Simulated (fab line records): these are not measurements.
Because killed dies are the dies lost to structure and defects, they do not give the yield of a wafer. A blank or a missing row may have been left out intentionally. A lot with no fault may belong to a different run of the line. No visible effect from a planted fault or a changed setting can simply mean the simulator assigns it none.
Which tool was responsible?	flow sky130	39 wafers from 13 lots sampled at 3 of the route's 708 steps

WHAT EACH GAUGE READ, for each wafer
SKY_VIA3_CD_MEAS_12: target cd 200 nm.
lot	measured	on	cd_nm (nm)
L545	day 39 21:53	cd_sem-02	201.2 200.8 202.7
L546	day 40 00:58	cd_sem-02	199.7 202.1 200.1
L548	day 40 13:03	cd_sem-01	200.2 199.6 199.6
L549	day 40 19:55	cd_sem-02	199.4 199.4 199.9
L550	day 41 03:56	cd_sem-02	197.8 199.0 198.0
L551	day 41 07:49	cd_sem-01	199.3 200.5 200.3
L552	day 41 16:14	cd_sem-02	199.7 198.9 199.4
L553	day 42 00:41	cd_sem-02	200.9 200.8 199.2
L558	day 44 09:02	cd_sem-01	199.4 200.3 199.3
L560	day 44 11:05	cd_sem-02	200.3 198.9 197.8
L561	day 44 11:59	cd_sem-02	200.4 198.9 199.0
L562	day 44 12:21	cd_sem-02	201.0 200.3 199.5
L564	day 44 16:59	cd_sem-02	201.0 200.5 199.6

EACH LOT AND THE TOOL THAT RAN IT (in order: tool; ch and the chambers of the sampled wafers; start)
lot	SKY_FIELD_ISO_OXIDATION_01	SKY_METAL3_DESCUM_15
L545	furnace-01 ch 0, day 1 12:17	rie_metal-04 ch 1, day 38 19:55
L546	furnace-02 ch 0, day 1 17:20	rie_metal-04 ch 0,1, day 38 22:32
L548	furnace-01 ch 0, day 2 02:23	rie_metal-01 ch 0,1, day 39 10:58
L549	furnace-01 ch 0, day 2 06:07	rie_metal-04 ch 0,1, day 39 18:19
L550	furnace-02 ch 0, day 2 11:50	rie_metal-02 ch 0,1, day 40 01:30
L551	furnace-02 ch 0, day 2 17:23	rie_metal-02 ch 0,1, day 40 05:34
L552	furnace-01 ch 0, day 2 21:27	rie_metal-02 ch 0,1, day 40 15:28
L553	furnace-01 ch 0, day 3 02:07	rie_metal-02 ch 0,1, day 40 23:04
L558	furnace-02 ch 0, day 4 05:13	rie_metal-04 ch 0,1, day 43 08:25
L560	furnace-02 ch 0, day 4 13:07	rie_metal-04 ch 0,1, day 43 10:47
L561	furnace-02 ch 0, day 4 18:31	rie_metal-01 ch 0,1, day 43 11:01
L562	furnace-02 ch 0, day 4 23:28	rie_metal-02 ch 0,1, day 43 11:22
L564	furnace-01 ch 0, day 5 09:07	rie_metal-02 ch 0,1, day 43 16:16
- SKY_FIELD_ISO_OXIDATION_01: stabilise 600 s, purge 300 s, target thk 12 nm.
- SKY_METAL3_DESCUM_15: chemistry O2, time 8 s.

WHAT THE TOOLS THEMSELVES READ (means of the sampled wafers that have a number; where no wafer has one, the mark that the record gives instead)
SKY_FIELD_ISO_OXIDATION_01.
lot	tool	zone_power_bottom_pct (%)
L545	furnace-01	29.8
L546	furnace-02	30.0
L548	furnace-01	30.3
L549	furnace-01	30.2
L550	furnace-02	29.6
L551	furnace-02	29.8
L552	furnace-01	30.2
L553	furnace-01	29.9
L558	furnace-02	29.9
L560	furnace-02	29.9
L561	furnace-02	29.9
L562	furnace-02	29.7
L564	furnace-01	30.0

SKY_METAL3_DESCUM_15.
lot	tool	drypump_motor_current_A (A)	oes_product_au (a.u.)
L545	rie_metal-04	6.6	1.009
L546	rie_metal-04	6.1	1.004
L548	rie_metal-01	6.3	0.993
L549	rie_metal-04	6.1	1.003
L550	rie_metal-02	5.7	1.002
L551	rie_metal-02	6.0	0.995
L552	rie_metal-02	5.7	0.996
L553	rie_metal-02	6.0	1.003
L558	rie_metal-04	6.0	1.005
L560	rie_metal-04	6.3	1.010
L561	rie_metal-01	6.3	0.993
L562	rie_metal-02	6.0	0.998
L564	rie_metal-02	5.7	0.995

THE ANSWER, worked out from the rows above alone
Rule: what is usual is taken from the lots themselves. The widest of any qualifying gaps counts: lots, ordered by their means at a reading, are off when they make up no more than a third of the lots, leave a main group of 4 or more, and stand apart from it by 3 or more times the standard deviation of that group's means. A main group whose means are all the same, to the digits that the tables above print for the reading, isn't used. Also off: a lot with no number at a reading for which 4 or more lots have one. All remaining lots with rows at the step are treated as sound. The gauges are gone through in route order, then the tools' own readings, and for those a lot's mean is taken as printed above. At the first step where some lot is off, the reading lying furthest off is the one used; lots without a number count as furthest.
Across all readings shown, no lot is off: no conclusion can be drawn from this.

WHAT WAS PUT IN BY THE SIMULATOR
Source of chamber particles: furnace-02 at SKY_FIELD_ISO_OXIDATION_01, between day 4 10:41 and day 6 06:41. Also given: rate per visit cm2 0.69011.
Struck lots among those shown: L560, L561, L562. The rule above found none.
